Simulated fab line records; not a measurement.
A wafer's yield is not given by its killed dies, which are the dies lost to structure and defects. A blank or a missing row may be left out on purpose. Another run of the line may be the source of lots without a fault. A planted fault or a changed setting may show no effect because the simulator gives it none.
2 desks, one fault :: flow gf180mcu :: each desk holds nothing but its own numbers, with what lay behind them at the end

== FROM THE METROLOGY DESK ==
Lot by lot, what the gauges showed, no matter which tool ran the lot: averages of those sampled wafers that carry a number. If a lot's mean is further than 4 standard deviations from the usual mean, the lot is out of limits and carries the mark OUT (the distance appears in the brackets).
Columns: A = V5_W_THK at GF_V5_THK_MEAS_25, usual 379 nm; B = TOP_METAL_ALCU_THK at GF_TOP_METAL_THK_MEAS_06, usual 917 nm
lot: L547
first seen here: day 27 06:34
A: 379
B: 907

lot: L549
first seen here: day 27 23:07
A: 378
B: 905

lot: L548
first seen here: day 27 23:44
A: 374
B: 932

lot: L550
first seen here: day 28 02:20
A: 378
B: 908

lot: L552
first seen here: day 28 21:30
A: 371
B: 923

lot: L554
first seen here: day 29 12:18
A: 367
B: 921

lot: L555
first seen here: day 29 17:24
A: 393
B: 920

lot: L556
first seen here: day 30 07:31
A: 373
B: 904

lot: L557
first seen here: day 30 08:44
A: 379
B: 917

lot: L558
first seen here: day 30 20:15
A: 367
B: 909

lot: L564
first seen here: day 32 07:37
A: 378
B: 926

lot: L565
first seen here: day 32 09:14
A: 386
B: 911

lot: L569
first seen here: day 33 11:48
A: 382
B: 933
Result from this desk: across the 13 lots, nothing is out of limits.

== DESK OF THE TOOL OWNER: plasma-asher-04 ==
The tool's own readings at GF_NWELL_STRIP_10 (strips in O2/N2): means of the sampled wafers that have a number, for each lot that ran on this tool. If a lot's mean is further than 4 standard deviations from the usual mean, the lot is out of limits and carries the mark OUT (the distance appears in the brackets).
Columns: A = drypump-motor-current-A at GF_NWELL_STRIP_10, usual 5.69 A; B = heater-power-w at GF_NWELL_STRIP_10, usual 313 W; C = oes-product-au at GF_NWELL_STRIP_10, usual 0.722 a.u.; D = strip-time-to-endpoint-s at GF_NWELL_STRIP_10, usual 36.94 s
lot: L554
first seen here: day 4 21:28
A: 5.43
B: 264
C: 0.721
D: 37.00

lot: L555
first seen here: day 5 03:02
A: 5.51
B: 319
C: 0.715
D: 36.79

lot: L564
first seen here: day 7 07:30
A: 5.48
B: 298
C: 0.729
D: 37.06

lot: L565
first seen here: day 7 08:54
A: 5.56
B: 352
C: 0.725
D: 36.91
Result from this desk: across the 4 lots, nothing is out of limits.

== TAKEN TOGETHER ==
From the metrology desk's view, nothing was out of limits.
The tool owner's desk saw nothing out of limits.

== WHAT THE SIMULATOR HAD INSERTED ==
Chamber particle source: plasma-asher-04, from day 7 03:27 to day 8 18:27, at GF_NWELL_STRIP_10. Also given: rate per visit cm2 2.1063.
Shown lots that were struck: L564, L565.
